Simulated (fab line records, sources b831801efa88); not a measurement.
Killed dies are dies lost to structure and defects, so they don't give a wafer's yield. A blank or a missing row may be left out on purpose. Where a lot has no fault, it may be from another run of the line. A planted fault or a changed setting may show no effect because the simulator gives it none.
What tool caused it? / flow sky130 / 6 lots, 18 wafers sampled, at 1 step of a route of 708

WHAT EACH GAUGE READ, for each wafer
SKY_FIELD_ISO_BOW_MEAS_00.
lot=L756; measured=day 1 15:04; on=film metro-04; INCOMING_BOW (um)=-7 -9 6
lot=L760; measured=day 2 11:00; on=film metro-01; INCOMING_BOW (um)=7 4 -1
lot=L762; measured=day 2 21:02; on=film metro-04; INCOMING_BOW (um)=-12 -15 -1
lot=L767; measured=day 3 22:02; on=film metro-04; INCOMING_BOW (um)=7 6 -8
lot=L774; measured=day 5 09:00; on=film metro-04; INCOMING_BOW (um)=12 -2 5
lot=L776; measured=day 5 19:00; on=film metro-01; INCOMING_BOW (um)=-5 5 -6

EACH LOT AND THE TOOL THAT RAN IT (in order: tool; ch and the chambers of the sampled wafers; start)
Before these readings, the record contains no process step.

THE ANSWER, worked out from the rows above alone
Rule: the usual values come from the lots themselves. Put in order of their means at a reading, lots are off if they are a third of the lots or fewer, leave a main group of 4 or more, and stand apart from it by a gap of 3 or more times the standard deviation of the main group's means; of several such gaps the widest counts. Not used: any main group whose means are identical at the precision the tables above print for the reading. A lot without any number at a reading at which 4 lots or more have one is off too. All remaining lots with rows at the step are treated as sound.
Across all readings shown, no lot is off: no conclusion can be drawn from this.

WHAT HAD BEEN PUT IN BY THE SIMULATOR
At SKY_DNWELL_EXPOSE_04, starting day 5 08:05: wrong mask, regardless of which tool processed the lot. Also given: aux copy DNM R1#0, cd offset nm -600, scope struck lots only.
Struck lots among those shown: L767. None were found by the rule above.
